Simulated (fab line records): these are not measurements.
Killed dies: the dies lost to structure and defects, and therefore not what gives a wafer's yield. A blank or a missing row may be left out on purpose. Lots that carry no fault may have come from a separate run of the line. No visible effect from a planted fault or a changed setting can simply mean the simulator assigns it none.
Code-filled problem report in 8D (eight disciplines) form | flow sky130 | the parts of the form that need people (team, actions taken, sign-off) are left out

## 1. WHAT WENT WRONG
beam_energy_keV at SKY_LDD_N_IMPLANT_14 reads a mean of 48.475 on 6 wafers of 2 lots; wafers without a fault read 50.006 with a standard deviation of 0.015. So: -99 or more standard deviations from the usual mean.
Earliest sighting: wafer L236.2 on implanter-04 at day 20 06:29. Wafers with a number at this step in the record: 18, from 6 lots. Rule for "out" (also "out of limits"): further than 4 standard deviations from the usual mean. The other wafers with a number count as sound.

## 2. WHAT IT IS, WHAT IT ISN'T
question                    | is                     | is not
which readings at this step | beam_energy_keV        | -
which lots                  | L236, L239             | L230, L246, L249, L252
which wafers of those lots  | all that have a number | -
read on which tools         | implanter-04           | implanter-01, implanter-03
when                        | from day 20 06:29      | up to then (3 sound wafers); but 9 sound wafers of L246, L249, L252 came after

## 3. THE SUSPECTS, EACH WITH WHAT RULES IT OUT
Counting: a tool at a process step up to the reading stays a suspect if it ran every lot that is out and no sound lot after the first of them.
- implanter-04 at SKY_LDD_N_IMPLANT_14: ruled out as a lasting fault. Sound lots L246 ran on it after its first lot that is out, L236 (day 20 06:29).
Left after counting: nothing in the record.

## 4. THE CAUSE (what the simulator had put in)
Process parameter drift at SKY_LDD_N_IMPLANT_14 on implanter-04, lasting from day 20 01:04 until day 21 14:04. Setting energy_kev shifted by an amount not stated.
Counting ruled it out, wrongly.

## 5. THE CHAIN OF EFFECTS, in route order
One row per reading whose mean, taken over the struck wafers that have a number, lies over 3 standard deviations from the usual. Readings are gone through only where the record gives a usual standard deviation; hours: the median, over the lots, of the time from a lot's start at the first step in this table giving one to that lot's start at this step; sigmas: the change measured in usual standard deviations.
hours | step                 | reading         | usual  | on struck wafers | change | sigmas
0     | SKY_LDD_N_IMPLANT_14 | beam_energy_keV | 50.006 | 48.475           | -1.531 | -99 or more
The process steps in it:
- SKY_LDD_N_IMPLANT_14

## 6. WHAT WOULD HAVE CAUGHT IT SOONER
The fault began at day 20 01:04; the first out-of-limits reading in this record came at day 20 06:29, 5 hours later.
